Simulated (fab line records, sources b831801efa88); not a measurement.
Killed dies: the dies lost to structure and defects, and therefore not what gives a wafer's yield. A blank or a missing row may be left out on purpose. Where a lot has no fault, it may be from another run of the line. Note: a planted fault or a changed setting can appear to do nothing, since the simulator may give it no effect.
Shared-tool check | flow sky130 | 13 lots, 39 wafers sampled

== WHY THIS WAS OPENED ==
3 of 13 lots carry a flag on the reading LDD_P_TW at SKY_LDD_P_TW_MEAS_11. Wafers without a fault read 630, standard deviation 4.9.
Rule: a lot gets a flag if all its wafers with a number sit over 4 standard deviations from that mean, or if no wafer of it has a number. As for the other lots, they are considered sound.

lot  | measured     | on            | LDD_P_TW, wafer by wafer | flag
L749 | day 18 13:11 | film metro-03 | 629 627 627              |
L752 | day 20 04:14 | film metro-03 | 625 626 625              |
L753 | day 20 11:19 | film metro-03 | 627 626 627              |
L757 | day 21 19:24 | film metro-04 | 631 628 630              |
L758 | day 22 18:10 | film metro-01 | 638 634 636              |
L760 | day 23 03:23 | film metro-04 | 782 786 786              | FLAGGED
L761 | day 23 18:42 | film metro-01 | 792 793 800              | FLAGGED
L766 | day 26 14:55 | film metro-04 | 628 631 625              |
L768 | day 26 16:16 | film metro-04 | 778 779 779              | FLAGGED
L770 | day 26 20:08 | film metro-04 | 627 628 629              |
L769 | day 27 01:26 | film metro-04 | 628 626 624              |
L772 | day 27 04:19 | film metro-01 | 636 638 638              |
L771 | day 27 05:35 | film metro-03 | 622 627 620              |
On average the flagged lots' numbers are 786, which is +156 against the usual, or +32 standard deviations.

== LOT BY LOT: THE TOOL USED ==
Before the reading, the record contains 2 process steps out of a 708-step route. Each cell gives the tool, then ch followed by the chambers the sampled wafers passed through, then the start.
lot  | flag    | SKY_POLY_GATE_STRIP_18               | SKY_LDD_P_IMPLANT_09
L749 |         | plasma asher-04 ch 0,1, day 16 00:25 | implanter-02 ch 0, day 18 12:56
L752 |         | plasma asher-03 ch 0,1, day 17 13:02 | implanter-02 ch 0, day 20 03:59
L753 |         | plasma asher-01 ch 0,1, day 17 19:01 | implanter-02 ch 0, day 20 11:04
L757 |         | plasma asher-01 ch 0,1, day 19 01:32 | implanter-02 ch 0, day 21 19:09
L758 |         | plasma asher-03 ch 0,1, day 20 02:38 | implanter-03 ch 0, day 22 17:56
L760 | FLAGGED | plasma asher-04 ch 0,1, day 20 07:52 | implanter-02 ch 0, day 23 02:31
L761 | FLAGGED | plasma asher-01 ch 0,1, day 20 17:55 | implanter-03 ch 0, day 23 18:01
L766 |         | plasma asher-01 ch 0,1, day 23 23:16 | implanter-03 ch 0, day 26 14:40
L768 | FLAGGED | plasma asher-04 ch 0,1, day 24 01:05 | implanter-02 ch 0, day 26 15:41
L770 |         | plasma asher-01 ch 0,1, day 24 07:00 | implanter-04 ch 0, day 26 19:55
L769 |         | plasma asher-01 ch 0,1, day 24 12:16 | implanter-02 ch 0, day 27 01:12
L772 |         | plasma asher-03 ch 0,1, day 24 14:40 | implanter-04 ch 0, day 27 04:04
L771 |         | plasma asher-04 ch 0,1, day 24 16:08 | implanter-02 ch 0, day 27 05:20
What these steps do:
- SKY_POLY_GATE_STRIP_18: strips in O2/N2.
- SKY_LDD_P_IMPLANT_09
- SKY_LDD_P_TW_MEAS_11

== FLAGGED OVER TOTAL, TOOL BY TOOL (the gauges that took the reading come last) ==
step                   | tool            | lots run | flagged | share of the flagged lots | sound lots run after its first flagged lot
SKY_POLY_GATE_STRIP_18 | plasma asher-01 | 6        | 1       | some                      | 3 (L766,L770,L769)
SKY_POLY_GATE_STRIP_18 | plasma asher-03 | 3        | 0       | none                      | -
SKY_POLY_GATE_STRIP_18 | plasma asher-04 | 4        | 2       | some                      | 1 (L771)
SKY_LDD_P_IMPLANT_09   | implanter-02    | 8        | 2       | some                      | 2 (L769,L771)
SKY_LDD_P_IMPLANT_09   | implanter-03    | 3        | 1       | some                      | 1 (L766)
SKY_LDD_P_IMPLANT_09   | implanter-04    | 2        | 0       | none                      | -
SKY_LDD_P_TW_MEAS_11   | film metro-01   | 3        | 1       | some                      | 1 (L772)
SKY_LDD_P_TW_MEAS_11   | film metro-03   | 4        | 0       | none                      | -
SKY_LDD_P_TW_MEAS_11   | film metro-04   | 6        | 2       | some                      | 3 (L766,L770,L769)

== WHAT THE TABLE ALLOWS ==
No row of the table ran every flagged lot.

== WHAT THE SIMULATOR HAD PUT IN ==
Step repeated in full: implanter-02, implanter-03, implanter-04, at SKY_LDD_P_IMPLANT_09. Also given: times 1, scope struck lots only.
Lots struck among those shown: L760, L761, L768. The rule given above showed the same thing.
